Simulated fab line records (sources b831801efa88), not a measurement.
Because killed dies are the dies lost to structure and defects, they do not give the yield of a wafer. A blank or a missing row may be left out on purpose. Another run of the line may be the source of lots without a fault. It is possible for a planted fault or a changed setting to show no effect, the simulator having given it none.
Which of the tools did it?    flow sky130    11 lots with 33 wafers sampled at 2 steps, on a route of 708 steps

WHAT THE GAUGES READ, wafer by wafer
SKY_VIA3_RS_MEAS_22: the measuring method here is four-point-probe.
lot   measured      on             VIA3_W_RS (ohm/sq)
L363  day 39 14:13  film-metro-02  0.293 0.292 0.291
L364  day 39 21:26  film-metro-03  0.294 0.292 0.291
L366  day 40 15:51  film-metro-04  0.291 0.293 0.293
L369  day 41 16:22  film-metro-04  0.288 0.288 0.287
L370  day 41 18:17  film-metro-02  0.294 0.295 0.295
L371  day 41 23:58  film-metro-03  0.288 0.290 0.285
L375  day 43 00:53  film-metro-04  0.294 0.296 0.295
L378  day 43 21:04  film-metro-04  0.290 0.288 0.288
L379  day 44 16:13  film-metro-04  0.292 0.297 0.291
L383  day 45 07:23  film-metro-03  0.293 0.297 0.296
L386  day 46 02:01  film-metro-02  0.294 0.297 0.297

SKY_VIA3_THK_MEAS_23: measures by xrf.
lot   measured      on             VIA3_W_THK (nm)
L363  day 39 14:20  film-metro-02  404 409 408
L364  day 39 21:33  film-metro-03  394 396 400
L366  day 40 15:58  film-metro-04  411 404 408
L369  day 41 16:29  film-metro-04  411 404 412
L370  day 41 18:24  film-metro-02  404 401 402
L371  day 42 00:05  film-metro-03  407 405 412
L375  day 43 01:00  film-metro-04  402 402 403
L378  day 43 21:11  film-metro-04  409 412 411
L379  day 44 16:19  film-metro-04  404 398 405
L383  day 45 07:30  film-metro-03  403 399 398
L386  day 46 02:08  film-metro-02  401 397 395

WHAT TOOL EACH LOT RAN ON (gives the tool, then ch and the chambers of the sampled wafers, and finally the start)
Record: no process step prior to these readings.

WHAT THE TOOLS THEMSELVES READ (means of the sampled wafers that have a number; where no wafer has one, the mark that the record gives instead)
The record holds no such reading with a usual standard deviation.

THE ANSWER, worked out from the rows above alone
Rule: the usual values come from the lots themselves. The widest of any qualifying gaps counts: lots, ordered by their means at a reading, are off when they make up no more than a third of the lots, leave a main group of 4 or more, and stand apart from it by 3 or more times the standard deviation of that group's means. The tables above print the reading to a certain number of digits; a main group whose means all agree to those digits is not used. Also off: a lot with no number at a reading for which 4 or more lots have one. The other lots that the step has rows for count as sound. After the gauges, taken in route order, come the tools' own readings; for these a lot's mean is taken, as printed above. At the first step where some lot is off, the reading lying furthest off is the one used; lots without a number count as furthest.
Nothing can be told from this: no lot is off at any reading shown.

WHAT THE SIMULATOR HAD INSERTED
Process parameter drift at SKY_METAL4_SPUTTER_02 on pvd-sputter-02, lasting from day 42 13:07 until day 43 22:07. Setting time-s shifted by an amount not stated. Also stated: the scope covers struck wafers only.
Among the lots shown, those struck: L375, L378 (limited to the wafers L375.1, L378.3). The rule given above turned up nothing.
